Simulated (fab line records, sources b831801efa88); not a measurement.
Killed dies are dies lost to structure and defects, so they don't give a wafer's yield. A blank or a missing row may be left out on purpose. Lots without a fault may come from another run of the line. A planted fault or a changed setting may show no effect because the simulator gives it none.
A struck lot beside a sound one | flow sky130 | 16 steps out of a route of 708
Sound: wafers L685.2, L685.4, L685.5. Struck: wafers L691.2, L691.4, L691.6. The cause comes at the end.
At each step with rows: each side's tool, then ch and its chambers, then its first start. Under that, the readings that differ: sound wafers | struck wafers | difference of the means | sigmas: that difference in standard deviations of wafers without a fault.
alike: readings whose means differ by less than 2 such deviations, and words and numbers that are the same on both sides. not compared: withheld readings, readings that some wafer has no value for, bounds like >300 that may hide the same value, and numbers for which the record gives no deviation and whose values overlap.
The two part at a step that has a row with sigmas, a row that says differs or no value, or rows on one side only. Numbers that don't overlap but have no deviation are shown without sigmas and don't part them. A reading that every wafer of one side lacks parts them only if that side has two wafers or more.

first, 4 steps without rows for these wafers: SKY_RES_XHIGH_EXPOSE_04 (exposes mask URPM, target cd 1270 nm); SKY_RES_XHIGH_PEB_05; SKY_RES_XHIGH_DEVELOP_06 (develop time 60 s); SKY_RES_XHIGH_IMPLANT_07.
SKY_RES_XHIGH_STRIP_08: strips in O2/N2.
  sound on plasma_asher-03 ch 0,1, day 29 09:58; struck on plasma_asher-04 ch 0,1, day 31 09:41
  reading                     | sound       | struck      | difference | sigmas
  drypump_motor_current_A (A) | 5.1 5.1 5.0 | 6.0 6.0 5.5 | +0.8       | +2
  alike: chamber_pressure_mTorr, o2_flow_sccm, oes_product_au, strip_time_to_endpoint_s
  not compared: rf_hours_counter_h
SKY_RES_XHIGH_TW_MEAS_09:
  sound on film_metro-02, day 29 10:04; struck on film_metro-01, day 31 09:47
  alike: RES_XHIGH_TW
then, 6 steps without rows for these wafers: SKY_SD_N_DEHYDRATE_00 (time 60 s); SKY_SD_N_HMDS_01 (prime time 60 s); SKY_SD_N_COAT_02 (resist thk 1140 nm); SKY_SD_N_SOFTBAKE_03 (time 60 s); SKY_SD_N_EXPOSE_04 (exposes mask NSDM, target cd 380 nm); SKY_SD_N_PEB_05.
SKY_SD_N_DEVELOP_06: develop time 60 s.
  sound on litho_track-01 ch 0, day 30 13:03; struck on litho_track-04 ch 0, day 32 12:59
  reading              | sound             | struck            | difference | sigmas
  developer_temp_C (C) | 23.08 23.02 23.10 | 20.84 20.85 20.83 | -2.23      | -22
  alike: exhaust_pa
SKY_SD_N_CD_MEAS_07: target cd 380 nm.
  sound on cd_sem-02, day 30 13:11; struck on cd_sem-02, day 32 13:08
  reading    | sound             | struck            | difference | sigmas
  cd_nm (nm) | 374.6 377.6 377.3 | 388.6 386.2 387.4 | +10.9      | +4
  not compared: hold
SKY_SD_N_OVL_MEAS_08:
  sound on overlay-01, day 30 13:18; struck on overlay-02, day 32 13:14
  alike: SD_N_OVL
  not compared: hold
then, 1 step without rows for these wafers: SKY_PAD_OPEN_PROBE_99.

WHERE THEY PART
First at SKY_RES_XHIGH_STRIP_08; last, within this record, at SKY_SD_N_CD_MEAS_07. Later steps at which nothing parts them and some readings are alike: SKY_SD_N_OVL_MEAS_08.

WHY: what the simulator had put in
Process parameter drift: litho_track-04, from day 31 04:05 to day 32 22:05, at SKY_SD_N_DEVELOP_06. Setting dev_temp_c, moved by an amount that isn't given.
